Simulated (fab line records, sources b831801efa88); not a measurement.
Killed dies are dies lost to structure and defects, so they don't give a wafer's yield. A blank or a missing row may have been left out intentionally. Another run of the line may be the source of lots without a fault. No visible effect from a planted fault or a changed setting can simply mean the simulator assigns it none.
fab line records -- flow sky130
record: lots: 12, wafers: 35, lastDay: 50
route steps=708 shown CONTACT@431 METAL1@438 VIA1@458 PAD_OPEN@708
lots with no fault: from the same line, run without faults
startH: hours from the record's first day to the start of the lot's first wafer shown -- waitH: hours from the lot's prior step to this one -- " same as the row above -- L1.1+2: several wafers, shown together as one row -- - no value present, or no start provided -- * or withheld: withheld -- < > ~ a bound
route shown NAME@n: NAME is a module with steps in the file, n the number in the route of the first one -- usual: average and standard deviation across the fault-free wafers -- same: alike in all rows -- chamber/n: place in a boat -- sites: each site's reading -- _std_site: the values' standard deviation -- _edge_site: outer sites' mean less inner sites' -- radiusMm: for every site, how far away it sits from the centre of the wafer -- mask NAME#n: copy n -- behind: the last tool/chamber to shape the wafer -- hold: reason for holding the lot/hours on hold/outcome of the hold -- device: names the non-switching transistor (n, p or np) -- end of line: tests run on the same wafers once the route is complete -- a step given without rows: its recipe and nothing more -- killed: the dies lost at the first sort to structure and to defects; this is not the yield of the wafer -- map: shows each die of a wafer: x if killed, . if not, _ if none is there
set.NAME: setting as actually run; set.NAME@STEP: the setting as run at that earlier step -- model.NAME: the simulator's own value behind a step, which no gauge read
one table for each step of the route and one row for each wafer, over a sample of lots
services: a tool's chamber out of use, with start hour (startH, from the record's first day; less than 0 if before it), hours out, and reason
== steps ==
step: SKY_CONTACT_RS_MEAS_25
recipe: thkMeasGauge: four-point-probe, reads: W_of_CONTACT_CVD_24+TiN_of_CONTACT_SPUTTER_23
usual: CONTACT_W_RS: 0.339/0.0033
lot.wafer,tool,chamber,startH,waitH,CONTACT_W_RS[ohm/sq]
L486.1,filmMetro-01,-,733.08,0.2,0.336
L486.2,filmMetro-01,-,733.08,0.2,0.338
L486.3,filmMetro-01,-,733.08,0.2,0.338
L487.3,filmMetro-01,-,739.24,0.2,0.341
L487.5,filmMetro-01,-,739.24,0.2,0.338
L487.6,filmMetro-01,-,739.24,0.2,0.342
L488.1,filmMetro-01,-,758.52,0.1,0.340
L488.2,filmMetro-01,-,758.52,0.1,0.334
L488.6,filmMetro-01,-,758.52,0.1,0.340
L489.2,filmMetro-02,-,761.64,0.1,0.334
L489.4,filmMetro-02,-,761.64,0.1,0.336
L489.6,filmMetro-02,-,761.64,0.1,0.336
L490.3,filmMetro-02,-,793.02,0.1,0.336
L490.4,filmMetro-02,-,793.02,0.1,0.332
L490.6,filmMetro-02,-,793.02,0.1,0.336
L492.1,filmMetro-02,-,796.11,0.1,0.340
L492.3,filmMetro-02,-,796.11,0.1,0.340
L492.6,filmMetro-02,-,796.11,0.1,0.344
L491.2,filmMetro-02,-,796.91,0.1,0.342
L491.3,filmMetro-02,-,796.91,0.1,0.341
L491.5,filmMetro-02,-,796.91,0.1,0.344
L496.1,filmMetro-04,-,825.90,0.1,0.335
L496.5,filmMetro-04,-,825.90,0.1,0.331
L504.1,filmMetro-04,-,873.52,0.1,0.339
L504.3,filmMetro-04,-,873.52,0.1,0.335
L504.4,filmMetro-04,-,873.52,0.1,0.338
L507.1,filmMetro-01,-,887.38,0.1,0.338
L507.5,filmMetro-01,-,887.38,0.1,0.333
L507.6,filmMetro-01,-,887.38,0.1,0.336
L508.1,filmMetro-02,-,895.72,0.1,0.340
L508.2,filmMetro-02,-,895.72,0.1,0.339
L508.5,filmMetro-02,-,895.72,0.1,0.338
L509.1,filmMetro-01,-,902.98,0.1,0.341
L509.4,filmMetro-01,-,902.98,0.1,0.344
L509.5,filmMetro-01,-,902.98,0.1,0.343
step: SKY_CONTACT_CMP_27
recipe: stopOn: SiO2, tOverpolishS: 15, downForcePsi: 3.5, platenRpm: 60, targetThkNm: 0, padVelocityMS: 0.94248
usual: motorCurrentA: 11.1/0.9, overpolishRunS: 15.000/0.0097, platenRpm: 60.01/0.039, timeToEndpointS: 80.2/2.7
lot.wafer,tool,chamber,startH,waitH,motorCurrentA,overpolishRunS,platenRpm,timeToEndpointS
L486.2,cmp-02,2,733.26,0.0,11.7,14.990,59.97,82.4
L486.3,cmp-02,3,733.26,0.0,10.7,15.005,60.03,81.7
L486.1,cmp-02,0,733.26,0.0,12.6,14.990,60.03,84.0
L487.3,cmp-01,2,739.48,0.1,12.1,15.004,59.98,77.7
L487.5,cmp-01,0,739.48,0.1,11.9,15.006,60.02,76.0
L487.6,cmp-01,1,739.48,0.1,10.1,15.016,60.01,71.3
L488.2,cmp-01,0,758.70,0.0,11.4,15.008,60.00,80.5
L488.1,cmp-01,1,758.70,0.0,10.3,15.001,59.98,78.3
L488.6,cmp-01,0,758.70,0.0,11.8,14.989,60.00,76.6
L489.2,cmp-01,2,761.80,0.0,12.7,15.019,59.99,82.8
L489.4,cmp-01,3,761.80,0.0,9.4,14.989,60.04,82.6
L489.6,cmp-01,2,761.80,0.0,12.5,15.003,60.02,81.5
L490.3,cmp-01,1,793.16,0.0,10.6,14.993,59.96,78.6
L490.4,cmp-01,3,793.16,0.0,9.6,15.004,60.01,81.6
L490.6,cmp-01,1,793.16,0.0,10.4,15.017,59.98,81.2
L492.3,cmp-01,0,796.60,0.3,11.5,15.002,60.06,78.7
L492.1,cmp-01,1,796.60,0.3,9.9,15.006,59.95,79.0
L492.6,cmp-01,2,796.60,0.3,11.4,14.992,60.02,78.4
L491.3,cmp-01,0,797.40,0.4,12.0,14.992,59.96,79.1
L491.2,cmp-01,3,797.40,0.4,10.1,15.001,60.04,81.7
L491.5,cmp-01,0,797.40,0.4,11.3,14.998,60.03,81.5
L496.1,cmp-01,3,826.18,0.1,9.3,15.010,59.94,81.3
L496.5,cmp-01,1,826.18,0.1,10.3,15.007,59.98,80.6
L504.3,cmp-01,0,873.70,0.0,11.2,15.028,60.09,77.3
L504.4,cmp-01,2,873.70,0.0,11.6,14.998,60.02,78.8
L504.1,cmp-01,3,873.70,0.0,9.5,15.009,60.04,77.3
L507.1,cmp-02,0,887.56,0.1,11.8,14.997,60.03,83.2
L507.6,cmp-02,0,887.56,0.1,11.9,14.980,60.09,81.2
L507.5,cmp-02,1,887.56,0.1,11.4,15.007,60.05,79.8
L508.2,cmp-02,2,895.95,0.1,11.4,15.014,60.01,83.0
L508.1,cmp-02,0,895.95,0.1,11.9,15.003,59.97,84.4
L508.5,cmp-02,2,895.95,0.1,11.8,15.020,60.00,83.6
L509.4,cmp-02,3,903.26,0.1,10.7,15.000,60.01,74.2
L509.1,cmp-02,0,903.26,0.1,11.2,15.006,60.00,78.9
L509.5,cmp-02,1,903.26,0.1,11.8,14.994,60.01,76.4
step: SKY_METAL1_SPUTTER_04
recipe: material: TiN, targetThkNm: 70, powerW: 6500, timeS: 58.3, chamberPressurePa: 0.4
usual: throttleValvePct: 30.1/0.7
lot.wafer,tool,chamber,startH,waitH,throttleValvePct
L486.1,pvdSputter-02,-,733.65,0.0,30.4
L486.2,pvdSputter-02,-,733.65,0.0,28.5
L486.3,pvdSputter-02,-,733.65,0.0,30.0
L487.3,pvdSputter-02,-,739.82,0.0,30.0
L487.5,pvdSputter-02,-,739.82,0.0,29.7
L487.6,pvdSputter-02,-,739.82,0.0,30.6
L488.1,pvdSputter-04,-,759.09,0.0,29.9
L488.2,pvdSputter-04,-,759.09,0.0,30.9
L488.6,pvdSputter-04,-,759.09,0.0,29.9
L489.2,pvdSputter-03,-,762.19,0.0,30.5
L489.4,pvdSputter-03,-,762.19,0.0,29.9
L489.6,pvdSputter-03,-,762.19,0.0,30.6
L490.3,pvdSputter-04,-,793.55,0.0,30.9
L490.4,pvdSputter-04,-,793.55,0.0,28.8
L490.6,pvdSputter-04,-,793.55,0.0,29.8
L492.1,pvdSputter-04,-,796.89,0.0,28.9
L492.3,pvdSputter-04,-,796.89,0.0,29.8
L492.6,pvdSputter-04,-,796.89,0.0,29.1
L491.2,pvdSputter-02,-,797.79,0.0,31.0
L491.3,pvdSputter-02,-,797.79,0.0,29.8
L491.5,pvdSputter-02,-,797.79,0.0,29.7
L496.1,pvdSputter-03,-,826.47,0.0,30.8
L496.5,pvdSputter-03,-,826.47,0.0,30.2
L504.1,pvdSputter-03,-,874.09,0.0,30.6
L504.3,pvdSputter-03,-,874.09,0.0,30.1
L504.4,pvdSputter-03,-,874.09,0.0,30.8
L507.1,pvdSputter-02,-,887.95,0.0,30.1
L507.5,pvdSputter-02,-,887.95,0.0,28.4
L507.6,pvdSputter-02,-,887.95,0.0,30.9
L508.1,pvdSputter-04,-,896.29,0.0,29.8
L508.2,pvdSputter-04,-,896.29,0.0,30.3
L508.5,pvdSputter-04,-,896.29,0.0,29.3
L509.1,pvdSputter-02,-,903.55,0.0,29.9
L509.4,pvdSputter-02,-,903.55,0.0,30.7
L509.5,pvdSputter-02,-,903.55,0.0,29.9
step: SKY_VIA1_HDPCVD_00
recipe: material: SiO2, targetThkNm: 1030, sigmaOpenFrac: 0.3, timeS: 171.7, tempC: 400, sih4FlowSccm: 60, pressureMtorr: 6
usual: runLengthS: 199.3/0.46
lot.wafer,tool,chamber,startH,waitH,runLengthS
L486.1,hdpcvd-02,0,761.12,0.0,200.0
L486.2,hdpcvd-02,2,761.12,0.0,199.3
L486.3,hdpcvd-02,1,761.12,0.0,198.7
L487.3,hdpcvd-02,2,767.60,0.0,200.0
L487.5,hdpcvd-02,2,767.60,0.0,199.3
L487.6,hdpcvd-02,0,767.60,0.0,200.1
L488.1,hdpcvd-02,0,786.67,0.0,199.3
L488.2,hdpcvd-02,1,786.67,0.0,198.8
L488.6,hdpcvd-02,1,786.67,0.0,199.1
L489.2,hdpcvd-01,2,790.46,0.0,198.8
L489.4,hdpcvd-01,1,790.46,0.0,199.1
L489.6,hdpcvd-01,2,790.46,0.0,198.6
L490.3,hdpcvd-01,1,821.41,0.0,199.5
L490.4,hdpcvd-01,0,821.41,0.0,199.5
L490.6,hdpcvd-01,2,821.41,0.0,198.5
L492.1,hdpcvd-01,1,824.90,0.0,199.5
L492.3,hdpcvd-01,2,824.90,0.0,198.4
L492.6,hdpcvd-01,1,824.90,0.0,199.4
L491.2,hdpcvd-01,0,825.82,0.0,199.4
L491.3,hdpcvd-01,1,825.82,0.0,200.0
L491.5,hdpcvd-01,2,825.82,0.0,198.7
L496.1,hdpcvd-02,1,853.92,0.0,198.6
L496.5,hdpcvd-02,1,853.92,0.0,181.4
L504.1,hdpcvd-01,1,900.52,0.0,199.2
L504.3,hdpcvd-01,2,900.52,0.0,198.5
L504.4,hdpcvd-01,0,900.52,0.0,200.1
L507.1,hdpcvd-02,0,914.09,0.0,199.4
L507.5,hdpcvd-02,0,914.09,0.0,199.5
L507.6,hdpcvd-02,2,914.09,0.0,199.7
L508.1,hdpcvd-02,0,922.40,0.0,199.7
L508.2,hdpcvd-02,1,922.40,0.0,198.6
L508.5,hdpcvd-02,0,922.40,0.0,199.9
L509.1,hdpcvd-02,1,929.74,0.0,199.1
L509.4,hdpcvd-02,1,929.74,0.0,199.0
L509.5,hdpcvd-02,2,929.74,0.0,199.9
step: SKY_VIA1_THK_MEAS_01
recipe: reads: SiO2_of_VIA1_HDPCVD_00
usual: VIA1_HDPCVD_THK: 1033/11
lot.wafer,tool,chamber,startH,waitH,VIA1_HDPCVD_THK[nm]
L486.1,filmMetro-04,-,761.23,0.1,1028
L486.2,filmMetro-04,-,761.23,0.1,1044
L486.3,filmMetro-04,-,761.23,0.1,1041
L487.3,filmMetro-04,-,767.74,0.1,1030
L487.5,filmMetro-04,-,767.74,0.1,1049
L487.6,filmMetro-04,-,767.74,0.1,1028
L488.1,filmMetro-01,-,786.78,0.1,1024
L488.2,filmMetro-01,-,786.78,0.1,1019
L488.6,filmMetro-01,-,786.78,0.1,1009
L489.2,filmMetro-03,-,790.58,0.1,1032
L489.4,filmMetro-03,-,790.58,0.1,1040
L489.6,filmMetro-03,-,790.58,0.1,1033
L490.3,filmMetro-03,-,821.54,0.1,1044
L490.4,filmMetro-03,-,821.54,0.1,1027
L490.6,filmMetro-03,-,821.54,0.1,1042
L492.1,filmMetro-04,-,825.02,0.1,1026
L492.3,filmMetro-04,-,825.02,0.1,1020
L492.6,filmMetro-04,-,825.02,0.1,1026
L491.2,filmMetro-01,-,825.94,0.1,1031
L491.3,filmMetro-01,-,825.94,0.1,1032
L491.5,filmMetro-01,-,825.94,0.1,1027
L496.1,filmMetro-01,-,854.03,0.1,1024
L496.5,filmMetro-01,-,854.03,0.1,924
L504.1,filmMetro-01,-,900.63,0.1,1035
L504.3,filmMetro-01,-,900.63,0.1,1016
L504.4,filmMetro-01,-,900.63,0.1,1048
L507.1,filmMetro-03,-,914.20,0.1,1019
L507.5,filmMetro-03,-,914.20,0.1,1024
L507.6,filmMetro-03,-,914.20,0.1,1025
L508.1,filmMetro-03,-,922.52,0.1,1045
L508.2,filmMetro-03,-,922.52,0.1,1036
L508.5,filmMetro-03,-,922.52,0.1,1046
L509.1,filmMetro-04,-,929.85,0.1,1013
L509.4,filmMetro-04,-,929.85,0.1,1027
L509.5,filmMetro-04,-,929.85,0.1,1033
step: SKY_PAD_OPEN_PROBE_99
usual: defectLimitedYield: 82.2/1.9, killed_at_M0_to_M3: 43/6.5, killed_at_M4_up: 3.5/1.9, killedAtContacts: 24/5.4, killedAtFrontEnd: 16/4.8, killedAtOther: 0.4/0.64, killedDies: 87/9.4, killedOpen: 47/7, killedShort: 40/6.3, sort_bin_3_pad_short: 0.9/0.4, sort_bin_5_function: 10.5/1.4, sort_bin_6_memory: 6.3/1.1, sortNPass: 405/9.4, sortYieldPct: 82.2/1.9
same: grossDies: 492, killedAtBackSide: 0, sort_bin_4_leakage[%]: 0, sort_bin_8_speed[%]: 0
lot.wafer,tool,chamber,startH,waitH,defectLimitedYield[%],killed_at_M0_to_M3,killed_at_M4_up,killedAtContacts,killedAtFrontEnd,killedAtOther,killedDies,killedOpen,killedShort,sort_bin_3_pad_short[%],sort_bin_5_function[%],sort_bin_6_memory[%],sortNPass,sortYieldPct[%]
L489.2,prober-02,-,1094.92,0.1,80.3,45,1,28,22,1,97,52,45,1.0,12.0,6.7,395,80.3
L489.4,prober-02,-,1095.02,0.2,80.1,42,1,31,24,0,98,54,43,1.6,11.4,6.9,394,80.1
L489.6,prober-02,-,1095.12,0.2,82.3,41,0,25,21,0,87,45,42,1.6,10.6,5.5,405,82.3
L496.1,prober-01,-,1143.31,0.1,82.5,45,3,27,10,1,86,38,47,1.0,10.8,5.7,406,82.5
L496.5,prober-01,-,1143.51,0.2,82.3,42,4,26,15,0,87,49,37,0.6,10.2,6.9,405,82.3
L508.1,prober-02,-,1188.81,0.1,79.9,53,2,28,15,1,99,59,40,0.2,13.6,6.3,393,79.9
L508.2,prober-02,-,1188.86,0.1,84.3,42,1,21,13,0,77,38,39,1.4,9.3,4.9,415,84.3
L508.5,prober-02,-,1189.01,0.2,79.1,43,8,35,17,0,103,63,40,0.6,13.6,6.7,389,79.1
killed by level:class
L489.2 VIA3:geometricParticle:open=11 LI_CONTACT:geometricParticle:open=8 VIA1:geometricParticle:open=8 CONTACT:geometricParticle:open=7 METAL1:geometricParticle:short=7 FIELD_ISO:geometricParticle:open=6 CONTACT:geometricParticle:short=6 LOCAL_INTERCONNECT:geometricParticle:short=5
L489.4 LI_CONTACT:geometricParticle:open=12 CONTACT:geometricParticle:open=12 METAL2:geometricParticle:short=9 POLY_GATE:geometricParticle:short=8 VIA2:geometricParticle:short=7 VIA2:geometricParticle:open=6 FIELD_ISO:geometricParticle:open=5 VIA1:geometricParticle:open=5
L489.6 LI_CONTACT:geometricParticle:open=9 CONTACT:geometricParticle:short=8 POLY_GATE:geometricParticle:short=6 METAL2:geometricParticle:short=6 VIA2:geometricParticle:open=6 FIELD_ISO:geometricParticle:short=5 POLY_GATE:geometricParticle:open=5 VIA1:geometricParticle:open=5
L496.1 VIA1:geometricParticle:open=9 VIA2:geometricParticle:open=8 LOCAL_INTERCONNECT:geometricParticle:short=8 FIELD_ISO:geometricParticle:short=6 CONTACT:geometricParticle:open=6 VIA3:geometricParticle:open=6 LI_CONTACT:geometricParticle:open=5 CONTACT:geometricParticle:short=5
L496.5 LI_CONTACT:geometricParticle:open=9 VIA2:geometricParticle:open=8 VIA1:geometricParticle:open=8 CONTACT:geometricParticle:open=7 METAL2:geometricParticle:short=6 CONTACT:geometricParticle:short=5 VIA3:geometricParticle:open=5 FIELD_ISO:geometricParticle:open=4
L508.1 LI_CONTACT:geometricParticle:open=10 VIA2:geometricParticle:open=10 VIA1:geometricParticle:open=9 VIA3:geometricParticle:open=9 CONTACT:geometricParticle:open=8 FIELD_ISO:geometricParticle:short=6 METAL1:geometricParticle:short=6 FIELD_ISO:geometricParticle:open=5
L508.2 VIA1:geometricParticle:open=12 CONTACT:geometricParticle:open=8 FIELD_ISO:geometricParticle:short=6 VIA1:geometricParticle:short=6 LI_CONTACT:geometricParticle:short=5 METAL1:geometricParticle:short=5 METAL3:geometricParticle:short=5 VIA3:geometricParticle:open=5
L508.5 CONTACT:geometricParticle:open=18 VIA1:geometricParticle:open=9 METAL2:geometricParticle:short=8 FIELD_ISO:geometricParticle:open=6 LI_CONTACT:geometricParticle:open=6 LOCAL_INTERCONNECT:geometricParticle:short=5 VIA2:geometricParticle:open=5 VIA3:geometricParticle:open=5
== services ==
tool,chamber,startH,hours,kind
hdpcvd-01,2,714.56,4.2,repair
cmp-01,-,716.52,6.9,pm
hdpcvd-01,1,717.01,17.2,repair
pvdSputter-04,-,732.53,12.1,repair
pvdSputter-03,-,736.49,4.8,repair
cmp-02,-,743.57,1.6,repair
cmp-01,-,745.76,4.0,pm
cmp-01,-,745.77,0.9,repair
hdpcvd-01,2,757.73,1.9,repair
cmp-01,-,759.12,1.3,repair
cmp-02,-,786.64,30.2,repair
cmp-02,-,804.44,1.9,repair
pvdSputter-04,-,808.60,3.7,repair
pvdSputter-02,-,814.32,2.1,repair
cmp-02,-,815.79,3.2,repair
cmp-01,-,849.92,7.5,pm
pvdSputter-02,-,870.27,2.4,repair
pvdSputter-04,-,872.23,7.8,repair
pvdSputter-04,-,879.08,1.4,repair
cmp-02,-,887.99,2.6,repair
cmp-02,-,912.00,4.0,pm
hdpcvd-01,-,913.84,0.7,repair
cmp-02,-,916.32,6.9,pm
hdpcvd-01,1,923.08,15.2,repair
== key ==
firstSign: step: SKY_VIA1_HDPCVD_00, reading: runLengthS, direction: down, sigmas: 39, usual: *, struck: *
effect: step: SKY_VIA1_THK_MEAS_01, reading: VIA1_HDPCVD_THK, direction: down, sigmas: 9.7, usual: 1033, struck: 924
metAt SKY_VIA1_HDPCVD_00
struckLots L496
struckWafers L496.5
notActingAt SKY_CONTACT_RS_MEAS_25,SKY_CONTACT_CMP_27,SKY_METAL1_SPUTTER_04
onsetBetween 786.67 853.92
fault: kind: processParameterDrift, tool: hdpcvd-02, chamber: -, onsetH: 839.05, steps: SKY_VIA1_HDPCVD_00, channel: timeS, offset: *, shape: step, endH: 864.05, scope: struckWafersOnly, actsIn: *, stated: *
